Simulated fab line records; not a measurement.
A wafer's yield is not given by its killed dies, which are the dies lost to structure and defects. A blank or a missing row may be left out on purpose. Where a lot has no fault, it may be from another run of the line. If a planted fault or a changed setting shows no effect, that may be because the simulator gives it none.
Chamber matching -- flow sky130 -- SKY_VIA1_CMP_02 on cmp-01: 4 sister chambers
The step polishes SiO2. 8 wafers are shown with their chamber, then 12 later ones without.

## EACH WAFER AND ITS CHAMBER
wafer,chamber,motor_current_A (A)
L083.3,3,10.6
L086.3,2,11.6
L087.1,1,10.1
L087.3,0,11.2
L087.6,3,10.9
L088.2,1,10.1
L088.3,0,10.9
L088.4,2,12.4

## WAFERS WITH NO CHAMBER GIVEN
wafer,motor_current_A (A)
L093.4,12.4
L093.5,9.9
L093.6,11.9
L094.1,11.6
L094.2,10.9
L094.3,10.8
L094.4,10.5
L094.5,10.6
L094.6,11.0
L095.1,11.3
L095.3,10.8
L095.5,11.7

## CHAMBER TAKEN BY EACH
wafer,from the rows above,in truth
L093.4,2,2
L093.5,1,1
L093.6,2,2
L094.1,can't be placed: 2 or 0 or 3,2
L094.2,can't be placed: 0 or 3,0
L094.3,can't be placed: 3 or 0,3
L094.4,can't be placed: 3 or 1 or 0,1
L094.5,can't be placed: 3 or 0 or 1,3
L094.6,can't be placed: 0 or 3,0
L095.1,can't be placed: 0 or 3 or 2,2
L095.3,can't be placed: 3 or 0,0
L095.5,can't be placed: 2 or 0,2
Placed correctly: 3 of 12. Unplaceable from these rows: 9, with the true chamber sitting among the candidates in 9. 0 placed wrongly.
How it was worked out, from the rows above alone: a wafer's distance from a chamber is the root of the sum, over the readings, of the square of ((its reading less the chamber's mean) divided by the reading's scatter). The wafer belongs to the nearest chamber; if the next one is less than 2 further off, it can't be placed. The mean given for a chamber averages the wafers shown for that chamber. The scatter: take each reading less its chamber's mean, square it, sum over the shown wafers, divide by the number of wafers less the number of chambers, and take the root.
